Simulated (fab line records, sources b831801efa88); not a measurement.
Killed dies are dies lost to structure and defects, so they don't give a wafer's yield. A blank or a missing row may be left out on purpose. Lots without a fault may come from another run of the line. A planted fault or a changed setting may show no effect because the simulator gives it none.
Problem report in the 8D (eight disciplines) form, filled by code | flow gf180mcu | the parts of the form that need people (team, actions taken, sign-off) are left out

1. THE PROBLEM
chamber_pressure_Torr at GF_V3_CVD_23 reads a mean of 38.81 Torr on 6 wafers of 2 lots; wafers without a fault read 40.00 Torr with a standard deviation of 0.086. That is -14 standard deviations from the usual mean.
The step: deposits W, target thk 350 nm, time 104.9 s.
First seen on wafer L175.1, day 25 21:16, on cvd_w-02. The record holds 18 wafers of 6 lots with a number at this step. Rule for "out", or "out of limits": more than 4 standard deviations from the usual mean. The other wafers with a number count as sound.

2. WHAT IT IS AND WHAT IT IS NOT
question                    | is                     | is not
which readings at this step | chamber_pressure_Torr  | heater_power_w
which lots                  | L175, L178             | L170, L173, L182, L188
which wafers of those lots  | all that have a number | -
read on which tools         | cvd_w-02               | cvd_w-01
when                        | from day 25 21:16      | up to then (6 sound wafers); but 6 sound wafers of L182, L188 came after

3. SUSPECTS, AND WHAT RULES EACH OUT
Counting: a tool at a process step up to the reading stays a suspect if it ran every lot that is out and no sound lot after the first of them.
- cvd_w-02 at GF_V3_CVD_23 (deposits W, target thk 350 nm, time 104.9 s): ruled out as a lasting fault. Sound lots L188 ran on it after its first lot that is out, L175 (day 25 21:16).
Left after counting: nothing in the record.

4. THE CAUSE (what the simulator had put in)
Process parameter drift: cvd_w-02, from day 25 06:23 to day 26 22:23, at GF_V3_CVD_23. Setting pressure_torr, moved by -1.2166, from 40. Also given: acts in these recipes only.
Counting ruled it out, wrongly.

5. THE CHAIN OF EFFECTS, in route order
Each row: a reading whose mean over the struck wafers that have a number lies more than 3 standard deviations from the usual. Only readings for which the record gives a usual standard deviation are gone through. hours: the time from each lot's start at the first step in this table that gives one to its start at this step, as a median over the lots. sigmas: the change in usual standard deviations.
hours | step         | reading               | usual      | on struck wafers | change | sigmas
0     | GF_V3_CVD_23 | chamber_pressure_Torr | 40.00 Torr | 38.81            | -1.19  | -14
The process steps in it:
- GF_V3_CVD_23: deposits W, target thk 350 nm, time 104.9 s.
Later measuring or inspecting steps at which every struck wafer that the step has a row for has a number for every such reading, and none has moved that far: GF_V3_RS_MEAS_24.

6. WHAT WOULD HAVE CAUGHT IT SOONER
In this record the first reading out of limits was taken at day 25 21:16, 15 hours after the fault began at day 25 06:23.
